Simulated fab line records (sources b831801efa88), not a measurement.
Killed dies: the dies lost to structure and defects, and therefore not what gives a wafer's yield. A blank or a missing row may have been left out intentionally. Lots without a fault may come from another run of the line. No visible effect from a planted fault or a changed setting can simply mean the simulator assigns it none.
Matching of chambers / flow sky130 / SKY_VIA4_CMP_21 on cmp-01: 4 sister chambers
The step polishes, stops on SiO2, t overpolish 25 s, target thk 0 nm. 4 wafers are shown with their chamber, then 9 later ones without.

== WAFERS PAIRED WITH THEIR CHAMBERS ==
wafer=L976.3; chamber=2; motor-current-A (A)=12.2
wafer=L978.1; chamber=1; motor-current-A (A)=12.2
wafer=L978.3; chamber=0; motor-current-A (A)=12.5
wafer=L978.4; chamber=3; motor-current-A (A)=11.7

== WAFERS MISSING THEIR CHAMBER ==
wafer=L980.1; motor-current-A (A)=11.6
wafer=L980.3; motor-current-A (A)=12.4
wafer=L980.6; motor-current-A (A)=11.5
wafer=L982.1; motor-current-A (A)=12.0
wafer=L982.2; motor-current-A (A)=12.0
wafer=L982.3; motor-current-A (A)=12.5
wafer=L983.2; motor-current-A (A)=11.7
wafer=L983.4; motor-current-A (A)=11.8
wafer=L983.6; motor-current-A (A)=12.5

== CHAMBER TAKEN BY EACH ==
wafer=L980.1; from the rows above=3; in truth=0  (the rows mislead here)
wafer=L980.3; from the rows above=can't be placed: 0 or 1 or 2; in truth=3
wafer=L980.6; from the rows above=3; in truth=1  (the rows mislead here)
wafer=L982.1; from the rows above=can't be placed: 1 or 2 or 3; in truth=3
wafer=L982.2; from the rows above=can't be placed: 1 or 2 or 3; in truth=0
wafer=L982.3; from the rows above=0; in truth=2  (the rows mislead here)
wafer=L983.2; from the rows above=3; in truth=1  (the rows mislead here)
wafer=L983.4; from the rows above=3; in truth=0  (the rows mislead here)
wafer=L983.6; from the rows above=0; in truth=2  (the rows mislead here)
Correct placement for 0 of the 9. From these rows, 3 cannot be placed; in 1 the true chamber is one of the candidates. Number placed wrongly: 6.
How it was worked out, from the rows above alone: a wafer's distance from a chamber is the root of the sum, over the readings, of the square of ((its reading less the chamber's mean) divided by the reading's scatter). The wafer belongs to the nearest chamber; if the next one is less than 2 further off, it can't be placed. A chamber's mean is the mean of its shown wafers. The scatter: with one shown wafer a chamber, the root of the mean of the squares of how far each hidden wafer lies from its nearest shown one.
